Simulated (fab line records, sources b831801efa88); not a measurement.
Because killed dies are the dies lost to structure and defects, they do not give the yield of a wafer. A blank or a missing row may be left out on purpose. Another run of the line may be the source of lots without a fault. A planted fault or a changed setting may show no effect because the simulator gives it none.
Chamber matching / flow sky130 / cmp-01 running SKY_CONTACT_CMP_04: 4 sister chambers
The step polishes SiO2. 15 wafers are shown with their chamber, then 7 later ones without.

## WAFERS, EACH WITH ITS CHAMBER
wafer=L527.1; chamber=1; time to endpoint s (s)=93; motor current A (A)=11.6
wafer=L527.4; chamber=0; time to endpoint s (s)=87; motor current A (A)=10.6
wafer=L527.6; chamber=1; time to endpoint s (s)=96; motor current A (A)=11.3
wafer=L528.2; chamber=0; time to endpoint s (s)=86; motor current A (A)=10.5
wafer=L528.3; chamber=3; time to endpoint s (s)=82; motor current A (A)=11.9
wafer=L528.6; chamber=0; time to endpoint s (s)=85; motor current A (A)=10.4
wafer=L532.1; chamber=0; time to endpoint s (s)=87; motor current A (A)=10.5
wafer=L532.4; chamber=2; time to endpoint s (s)=86; motor current A (A)=10.8
wafer=L531.1; chamber=3; time to endpoint s (s)=77; motor current A (A)=11.2
wafer=L531.4; chamber=1; time to endpoint s (s)=91; motor current A (A)=11.4
wafer=L543.2; chamber=3; time to endpoint s (s)=76; motor current A (A)=11.1
wafer=L543.3; chamber=2; time to endpoint s (s)=82; motor current A (A)=11.0
wafer=L543.5; chamber=2; time to endpoint s (s)=85; motor current A (A)=10.7
wafer=L545.2; chamber=2; time to endpoint s (s)=86; motor current A (A)=11.0
wafer=L545.3; chamber=0; time to endpoint s (s)=84; motor current A (A)=10.1

SIGNATURES (averages over the wafers above)
reading=time to endpoint s; chamber 0=85.80; chamber 1=93.33; chamber 2=84.75; chamber 3=78.33; scatter within a chamber=2.15
reading=motor current A; chamber 0=10.420; chamber 1=11.433; chamber 2=10.875; chamber 3=11.400; scatter within a chamber=0.242
Rule: for each reading, subtract the chamber's mean from the wafer's reading, divide by that reading's scatter and square the result; add these up over the readings and take the root, which gives the wafer's distance from the chamber. The wafer belongs to the nearest chamber; if the next one is less than 2 further off, it can't be placed. How the scatter is found: for the shown wafers, subtract from each reading the mean of its chamber, square and add these, divide the total by (wafers less chambers), then take the root.

## WAFERS WHOSE CHAMBER IS MISSING
wafer=L545.4; time to endpoint s (s)=77; motor current A (A)=11.4
wafer=L548.1; time to endpoint s (s)=89; motor current A (A)=10.7
wafer=L548.3; time to endpoint s (s)=91; motor current A (A)=10.1
wafer=L548.6; time to endpoint s (s)=96; motor current A (A)=11.3
wafer=L549.1; time to endpoint s (s)=79; motor current A (A)=11.8
wafer=L549.3; time to endpoint s (s)=86; motor current A (A)=11.1
wafer=L549.4; time to endpoint s (s)=81; motor current A (A)=10.3

## WHICH CHAMBER EACH WENT THROUGH
wafer=L545.4; from the rows above=3; in truth=3
wafer=L548.1; from the rows above=can't be placed: 0 or 2 or 1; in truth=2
wafer=L548.3; from the rows above=can't be placed: 0 or 2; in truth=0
wafer=L548.6; from the rows above=1; in truth=1
wafer=L549.1; from the rows above=3; in truth=3
wafer=L549.3; from the rows above=can't be placed: 2 or 0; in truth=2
wafer=L549.4; from the rows above=can't be placed: 0 or 2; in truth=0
3 of 7 placed correctly. Cannot be placed on the basis of these rows: 4; the candidates contain the true chamber in 4. Placed wrongly: 0.
